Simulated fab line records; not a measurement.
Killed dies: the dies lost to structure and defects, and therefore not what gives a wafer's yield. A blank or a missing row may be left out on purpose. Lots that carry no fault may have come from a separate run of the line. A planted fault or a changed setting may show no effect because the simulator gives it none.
Matching of chambers    flow gf180mcu    cmp-02 running GF_V3_CMP_26: 4 sister chambers
The step polishes, stops on SiO2, t overpolish 15 s, target thk 0 nm. 4 wafers are shown with their chamber, then 8 later ones without.

== WAFERS, EACH WITH ITS CHAMBER ==
wafer   chamber  motorCurrentA (A)
L191.1  1        9.6
L191.2  2        13.8
L191.4  3        10.8
L192.1  0        12.0

== WAFERS WITH NO CHAMBER GIVEN ==
wafer   motorCurrentA (A)
L192.2  10.0
L192.4  13.4
L194.2  12.9
L194.4  9.6
L194.6  11.3
L195.2  13.2
L195.4  9.6
L195.5  9.6

== THE CHAMBER EACH PASSED THROUGH ==
wafer   from the rows above      in truth
L192.2  can't be placed: 1 or 3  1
L192.4  2                        2
L194.2  can't be placed: 0 or 2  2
L194.4  1                        1
L194.6  can't be placed: 3 or 0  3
L195.2  can't be placed: 2 or 0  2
L195.4  1                        1
L195.5  1                        1
4 of 8 placed correctly. From these rows, 4 cannot be placed; in 4 the true chamber is one of the candidates. Number placed wrongly: 0.
How it was worked out, from the rows above alone: a wafer's distance from a chamber is the root of the sum, over the readings, of the square of ((its reading less the chamber's mean) divided by the reading's scatter). The wafer belongs to the nearest chamber; if the next one is less than 2 further off, it can't be placed. A chamber's mean is the mean of its shown wafers. The scatter (one wafer shown for each chamber): square how far every hidden wafer sits from the nearest shown wafer, average those squares and take the square root.
